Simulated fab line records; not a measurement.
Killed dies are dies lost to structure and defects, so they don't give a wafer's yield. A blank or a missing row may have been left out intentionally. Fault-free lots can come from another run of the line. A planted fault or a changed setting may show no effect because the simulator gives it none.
Matching of chambers -- flow gf180mcu -- GF_V5_ETCH_16 on rie-diel-01 has 4 sister chambers
The step etches BARC in N2/H2. 22 wafers are shown with their chamber, then 11 later ones without.

== EACH WAFER AND ITS CHAMBER ==
wafer,chamber,drypump-motor-current-A (A),h2-flow-sccm (sccm),throttle-valve-pct (%)
L074.3,3,6.0,200.4,13.235
L074.4,1,5.5,200.2,13.216
L074.5,0,5.1,199.6,13.225
L075.1,1,5.6,200.8,13.221
L075.3,0,5.1,199.5,13.225
L075.6,1,5.5,200.8,13.233
L080.3,1,5.5,200.0,13.227
L080.4,3,6.0,199.6,13.227
L080.5,3,6.0,199.2,13.233
L081.2,1,5.5,199.9,13.235
L081.3,2,5.0,199.6,13.202
L081.5,3,6.0,200.1,13.223
L082.2,0,5.1,200.5,13.221
L082.3,3,6.0,200.0,13.234
L082.6,2,5.0,199.8,13.222
L086.3,1,5.5,200.0,13.224
L086.4,3,6.0,199.7,13.226
L086.6,1,5.5,200.7,13.220
L085.2,3,6.0,200.5,13.217
L085.4,3,6.0,200.5,13.212
L085.5,1,5.5,200.8,13.232
L088.1,0,5.1,198.9,13.242

SIGNATURES (averages over the wafers above)
reading,chamber 0,chamber 1,chamber 2,chamber 3,scatter within a chamber
drypump-motor-current-A,5.100,5.513,5.000,6.000,0.022
h2-flow-sccm,199.625,200.400,199.700,200.000,0.475
throttle-valve-pct,13.22825,13.22600,13.21200,13.22588,0.00842
Rule: for a wafer and a chamber, the distance is found by dividing, reading by reading, the gap between the wafer's reading and the chamber's mean by the reading's scatter, squaring, summing and taking the root. If the next closest chamber is less than 2 further off than the closest, the wafer can't be placed; otherwise it belongs to the closest. The scatter is the square root of a quotient: the sum, over the shown wafers, of each reading's squared deviation from its chamber's mean, divided by wafers minus chambers.

== WAFERS MISSING THEIR CHAMBER ==
wafer,drypump-motor-current-A (A),h2-flow-sccm (sccm),throttle-valve-pct (%)
L088.3,5.5,200.8,13.211
L088.6,5.1,199.2,13.210
L089.3,5.1,200.9,13.221
L089.4,5.0,200.1,13.213
L089.6,5.5,199.5,13.238
L091.1,5.0,199.1,13.220
L091.3,5.1,201.0,13.226
L091.6,5.1,200.7,13.213
L092.3,5.5,201.2,13.241
L092.4,6.0,199.6,13.230
L092.6,5.1,200.7,13.223

== CHAMBER TAKEN BY EACH ==
wafer,from the rows above,in truth
L088.3,1,1
L088.6,0,0
L089.3,0,0
L089.4,2,2
L089.6,1,1
L091.1,2,2
L091.3,0,0
L091.6,0,0
L092.3,1,1
L092.4,3,3
L092.6,0,0
Correct placement for 11 of the 11. Left unplaced by these rows: 0. 0 placed wrongly.
